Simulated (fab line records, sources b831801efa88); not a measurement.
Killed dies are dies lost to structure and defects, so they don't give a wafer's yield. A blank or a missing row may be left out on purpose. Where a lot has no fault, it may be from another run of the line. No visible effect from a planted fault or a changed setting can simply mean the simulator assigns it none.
Comparing a struck lot with a sound one || flow sfqLine || 15 out of 325 route steps
Sound: these wafers, L154.1, L154.2, L154.3. Struck: wafers L156.3, L156.5. (L156.2 of the same lot was not struck and is left out.) The cause comes at the end.
Each step with rows lists, per side, the tool, then ch with its chambers, then its first start. Under that, the readings that differ: sound wafers || struck wafers || difference of the means || sigmas: that difference in standard deviations of wafers without a fault.
alike: same words and numbers on both sides, and readings whose means sit less than 2 such deviations apart. not compared: any withheld reading, any reading some wafer has no value for, any bound like >300 that may hide the same value, and any number with overlapping values for which the record gives no deviation.
The two part at a step that has a row with sigmas, a row that says differs or no value, or rows on one side only. Non-overlapping numbers with no deviation appear without sigmas and do not part them. A reading missing from all wafers of one side parts the sides only when that side holds two or more wafers.

first, 1 step without rows for these wafers: SFQ_TRILAYER_M3_STRIP_SOLV_CLEAN_080 (cleans in NMP, time 600 s).
SFQ_TRILAYER_I3_DEP_PECVD_081: deposits SiO2 from SiH4/N2O, time 111.11 s, target thk 500 nm.
  sound on pecvd-03 ch 0,1,2, day 36 11:29; struck on pecvd-03 ch 0,1, day 37 08:58
  alike: heaterPowerOuterW, heaterPowerW, throttleValvePct
SFQ_TRILAYER_I3_CMP_CMP_082: polishes SiO2.
  sound on cmp-02 ch 0,2,3, day 36 20:56; struck on cmp-01 ch 1,3, day 37 16:00
  alike: motorCurrentA, retainingRingPressureFrac, timeToEndpointS
SFQ_I3_BOW_MEAS_922:
  sound on filmMetro-03 at day 36 23:26; struck on filmMetro-01 at day 37 17:31
  alike: I3_BOW
SFQ_TRILAYER_I3_METRO_MEASURE_083:
  sound on filmMetro-03 at day 36 23:33; struck on filmMetro-01 at day 37 17:49
  alike: thkNm
then, 6 steps without rows for these wafers: SFQ_TRILAYER_I3_VIA_LITHO_COAT_090 (resist thk 62 nm); SFQ_TRILAYER_I3_VIA_LITHO_COAT_085 (resist thk 650 nm); SFQ_TRILAYER_I3_VIA_LITHO_SOFTBAKE_089; SFQ_TRILAYER_I3_VIA_LITHO_EXPOSE_086 (exposes mask I3, target cd 500 nm); SFQ_TRILAYER_I3_VIA_LITHO_PEB_088 (peb time 60 s); SFQ_TRILAYER_I3_VIA_LITHO_DEVELOP_087 (time 60 s).
SFQ_I3_OVL_MEAS_923:
  sound on overlay-01 at day 37 03:00; struck on overlay-02 at day 37 21:05
  alike: I3_OVL
SFQ_TRILAYER_I3_VIA_BARC_OPEN_VIA_ETCH_121: etches BARC in O2, target depth 125 nm, time 41.7 s.
  sound on rieDiel-01 ch 0,1,3, day 37 03:02; struck on rieDiel-01 ch 0, day 37 21:07
{"reading": "model.KrF_of_TRILAYER_I3_VIA_LITHO_COAT_085.thkNm (nm)", "sound": "572.8 572.6 574", "struck": "595 596.5", "difference": "+23", "sigmas": ""}
  alike: drypumpMotorCurrentA, oesProductAu
  not compared: rfHoursCounterH
SFQ_TRILAYER_I3_VIA_ETCH_VIA_ETCH_088: etches SiO2 in CHF3, stops on Nb, target depth 260 nm.
  sound on rieDiel-01 ch 0,1,3, day 37 03:05; struck on rieDiel-01 ch 0, day 37 21:09
{"reading": "model.KrF_of_TRILAYER_I3_VIA_LITHO_COAT_085.thkNm (nm)", "sound": "528.3 527.8 530.2", "struck": "550.3 551.6", "difference": "+22.2", "sigmas": ""}
  alike: drypumpMotorCurrentA, oesProductAu
SFQ_TRILAYER_I3_VIA_STRIP_STRIP_089: strips in O2.
  sound on rieMetal-02 ch 0,1, day 37 03:11; struck on rieMetal-02 ch 0,1, day 37 21:16
  alike: drypumpMotorCurrentA, oesProductAu
  not compared: rfHoursCounterH

== WHERE THEY PART ==
Nowhere in this record.

WHY: what the simulator had put in
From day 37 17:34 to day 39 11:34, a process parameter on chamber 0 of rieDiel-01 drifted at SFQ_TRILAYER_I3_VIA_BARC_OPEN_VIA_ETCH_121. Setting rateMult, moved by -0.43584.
